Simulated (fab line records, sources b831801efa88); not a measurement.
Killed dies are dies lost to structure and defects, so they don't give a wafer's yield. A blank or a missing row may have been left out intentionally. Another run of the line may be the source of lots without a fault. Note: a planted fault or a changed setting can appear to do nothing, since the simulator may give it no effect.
Problem report, 8D (eight disciplines) form, completed by code / flow sfqLine / the parts of the form that need people (team, actions taken, sign-off) are left out

== 1. THE ISSUE ==
Wafers without a fault read 216 s, standard deviation 7.9; timeToEndpointS at SFQ_TRILAYER_I7_CMP_CMP_184 reads a mean of 285 s on 3 wafers belonging to 3 lots. Relative to the usual mean, that is a shift of +8.7 standard deviations.
The step: polishes SiO2.
Earliest sighting: wafer L438.4 on cmp-02 at day 84 02:59. Wafers with a number at this step in the record: 44, from 15 lots. By rule, "out" or "out of limits" means more than 4 standard deviations away from the usual mean. The rest of the wafers with a number are treated as sound.

== 2. WHAT IT IS; WHAT IT IS NOT ==
question=which readings at this step | is=timeToEndpointS | is not=motorCurrentA
question=which lots | is=L438, L440, L442 | is not=L429, L430, L432, L433, L434, L435, L441, L443, L448, L449, L450, L452
question=which wafers of those lots | is=L438.4, L440.5, L442.5 | is not=L438.1, L438.3, L440.2, L442.1, L442.6
question=read on which tools | is=cmp-02 | is not=cmp-01
question=when | is=from day 84 02:59 | is not=up to then (20 sound wafers); but 21 sound wafers of L440, L441, L442, L443, L448, L449, L450, L452 came after

== 3. THE SUSPECTS, EACH WITH WHAT RULES IT OUT ==
Counting: if a tool at a process step up to the reading ran every lot that is out, it stays a suspect. Sound lots after the first of them don't rule it out here, since some wafers of a struck lot are sound.
- cmp-02 at SFQ_TRILAYER_I7_CMP_CMP_184 (polishes SiO2): kept. Every lot that is out went through it, the first being L438 (day 84 02:59); the last sound lot it ran before that was L435 (day 83 14:53). Its own readings are out on those wafers: timeToEndpointS.
Left after counting: cmp-02 at SFQ_TRILAYER_I7_CMP_CMP_184.

== 4. THE CAUSE (what the simulator had put in) ==
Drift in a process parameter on cmp-02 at SFQ_TRILAYER_I7_CMP_CMP_184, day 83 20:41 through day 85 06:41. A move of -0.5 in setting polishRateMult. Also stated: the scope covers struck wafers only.
Only this tool survived the counting.

== 5. THE CHAIN OF EFFECTS, in route order ==
Each row: a reading where the mean over the struck wafers with a number is more than 3 standard deviations away from the usual. Only readings for which the record gives a usual standard deviation are gone through. hours: the time from each lot's start at the first step in this table that gives one to its start at this step, as a median over the lots. sigmas: the change in usual standard deviations.
hours=0; step=SFQ_TRILAYER_I7_CMP_CMP_184; reading=timeToEndpointS; usual=216 s; on struck wafers=285; change=+69; sigmas=+8.7
hours=1; step=SFQ_TRILAYER_I7_METRO_MEASURE_185; reading=thkNm; usual=200.1 nm; on struck wafers=306.8; change=+106.7; sigmas=+97
hours=14; step=SFQ_TRILAYER_I7_VIA_ETCH_VIA_ETCH_190; reading=oesProductAu; usual=0.855 a.u.; on struck wafers=0.994; change=+0.139; sigmas=+28
It contains these process steps:
- SFQ_TRILAYER_I7_CMP_CMP_184: polishes SiO2.
- SFQ_TRILAYER_I7_METRO_MEASURE_185
- SFQ_TRILAYER_I7_VIA_ETCH_VIA_ETCH_190: etches SiO2 in CHF3, stops on Nb, target depth 260 nm.
Later measuring or inspecting steps at which every struck wafer that the step has a row for has a number for every such reading, and none has moved that far: SFQ_I7_BOW_MEAS_946.

== 6. WHAT WOULD HAVE CAUGHT IT SOONER ==
6 hours passed between the start of the fault at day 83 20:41 and the first reading out of limits in this record, taken at day 84 02:59.
